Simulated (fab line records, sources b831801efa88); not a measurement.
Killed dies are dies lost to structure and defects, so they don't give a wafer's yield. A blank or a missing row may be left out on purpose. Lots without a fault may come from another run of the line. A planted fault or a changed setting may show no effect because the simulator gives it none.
A struck lot beside a sound one | flow sky130 | 18 steps out of a route of 708
Sound: wafers L419.3, L419.4, L419.5. Struck: wafers L427.1, L427.2, L427.5. The cause comes at the end.
At each step with rows: each side's tool, then ch and its chambers, then its first start. Under that, the readings that differ: sound wafers | struck wafers | difference of the means | sigmas: that difference in standard deviations of wafers without a fault.
alike: readings whose means differ by less than 2 such deviations, and words and numbers that are the same on both sides. not compared: withheld readings, readings that some wafer has no value for, bounds like >300 that may hide the same value, and numbers for which the record gives no deviation and whose values overlap.
The two part at a step that has a row with sigmas, a row that says differs or no value, or rows on one side only. Numbers that don't overlap but have no deviation are shown without sigmas and don't part them. A reading that every wafer of one side lacks parts them only if that side has two wafers or more.

first, 1 step without rows for these wafers: SKY_VT_ADJUST_PCH_IMPLANT_08.
SKY_VT_ADJUST_PCH_STRIP_09: strips in O2/N2.
  sound on plasma_asher-01 ch 0,1, day 13 03:34; struck on plasma_asher-03 ch 0,1, day 15 18:07
  alike: drypump_motor_current_A, oes_product_au, strip_time_to_endpoint_s
  not compared: rf_hours_counter_h
SKY_VT_ADJUST_PCH_TW_MEAS_10:
  sound on film_metro-04, day 13 03:40; struck on film_metro-01, day 15 18:13
  reading          | sound             | struck            | difference | sigmas
  VT_ADJUST_PCH_TW | 142.8 142.8 143.3 | 140.2 140.4 140.5 | -2.6       | -2
then, 7 steps without rows for these wafers: SKY_SONOS_TUNNEL_DEHYDRATE_00 (time 60 s); SKY_SONOS_TUNNEL_HMDS_01 (prime time 60 s); SKY_SONOS_TUNNEL_COAT_02 (resist thk 1140 nm); SKY_SONOS_TUNNEL_SOFTBAKE_03 (time 60 s); SKY_SONOS_TUNNEL_EXPOSE_04 (exposes mask TUNM, target cd 410 nm); SKY_SONOS_TUNNEL_PEB_05; SKY_SONOS_TUNNEL_DEVELOP_06 (develop time 60 s).
SKY_SONOS_TUNNEL_CD_MEAS_07: target cd 410 nm.
  sound on cd_sem-02, day 14 05:36; struck on cd_sem-02, day 16 23:57
  alike: cd_nm
SKY_SONOS_TUNNEL_OVL_MEAS_08:
  sound on overlay-01, day 14 05:41; struck on overlay-02, day 17 00:04
  alike: SONOS_TUNNEL_OVL
SKY_SONOS_TUNNEL_IMPLANT_09:
  sound on implanter-02 ch 0, day 14 05:46; struck on implanter-02 ch 0, day 17 00:07
  reading            | sound                           | struck                        | difference | sigmas
  dose_ions_cm2      | 9.991e+11 1.0009e+12 1.0004e+12 | 4.186e+11 4.176e+11 4.185e+11 | -5.819e+11 | -99 or more
  faraday_current_uA | 5.70 5.49 5.68                  | 2.29 2.41 2.39                | -3.26      | -30
then, 2 steps without rows for these wafers: SKY_SONOS_TUNNEL_WET_ETCH_10 (etches SiO2 in dHF, target depth 14 nm, time 280 s); SKY_SONOS_TUNNEL_STRIP_11 (strips in SPM, time 600 s).
SKY_SONOS_TUNNEL_TW_MEAS_12:
  sound on film_metro-02, day 14 06:08; struck on film_metro-02, day 17 00:31
  reading         | sound             | struck            | difference | sigmas
  SONOS_TUNNEL_TW | 197.8 198.5 197.2 | 155.4 156.7 156.0 | -41.8      | -26
then, 1 step without rows for these wafers: SKY_SONOS_TUNNEL_CLEAN_13 (cleans in dHF, time 20 s).
-- the record jumps here: 34 days lie between the struck wafers' starts before and after (it left off in module SONOS_TUNNEL and takes up again in module PAD_OPEN, whose first step shown is number 708 of the route) --
SKY_PAD_OPEN_PROBE_99:
  sound on prober-02, day 49 02:47; struck on prober-01, day 50 19:10
  reading                                     | sound                   | struck                  | difference | sigmas
  model.etest.tip_sonos.rs_ohm_sq             | 2646 2679 2613          | 2541 2523 2556          | -106       |
  model.etest.sonos_uncharged.r_on_ohm_um     | 797 807.2 813.8         | 755.2 763 755.1         | -48.2      |
  model.etest.sonos_programmed.off_log10_a_um | -14.04 -13.81 -13.95    | -12.85 -12.72 -12.79    | +1.15      |
  model.etest.sonos_baked.vt_v (V)            | 0.9477 0.9353 0.9566    | 0.9007 0.8447 0.8612    | -0.0777    |
  model.etest.sonos_uncharged.vt_v (V)        | -0.4358 -0.4126 -0.4302 | -0.6395 -0.5981 -0.6323 | -0.1971    |
  model.etest.sonos_erased.vt_v (V)           | -2.209 -2.222 -2.22     | -2.461 -2.499 -2.558    | -0.289     |
  alike: killed_at_M0_to_M3, killed_at_M4_up, killed_at_contacts, killed_at_front_end, killed_at_other, killed_dies, killed_open, killed_short
  not compared: model.etest.sonos_programmed.vt_v

WHERE THEY PART
First at SKY_VT_ADJUST_PCH_TW_MEAS_10; last, within this record, at SKY_SONOS_TUNNEL_TW_MEAS_12. Later steps at which nothing parts them and some readings are alike: SKY_PAD_OPEN_PROBE_99.

WHY: what the simulator had put in
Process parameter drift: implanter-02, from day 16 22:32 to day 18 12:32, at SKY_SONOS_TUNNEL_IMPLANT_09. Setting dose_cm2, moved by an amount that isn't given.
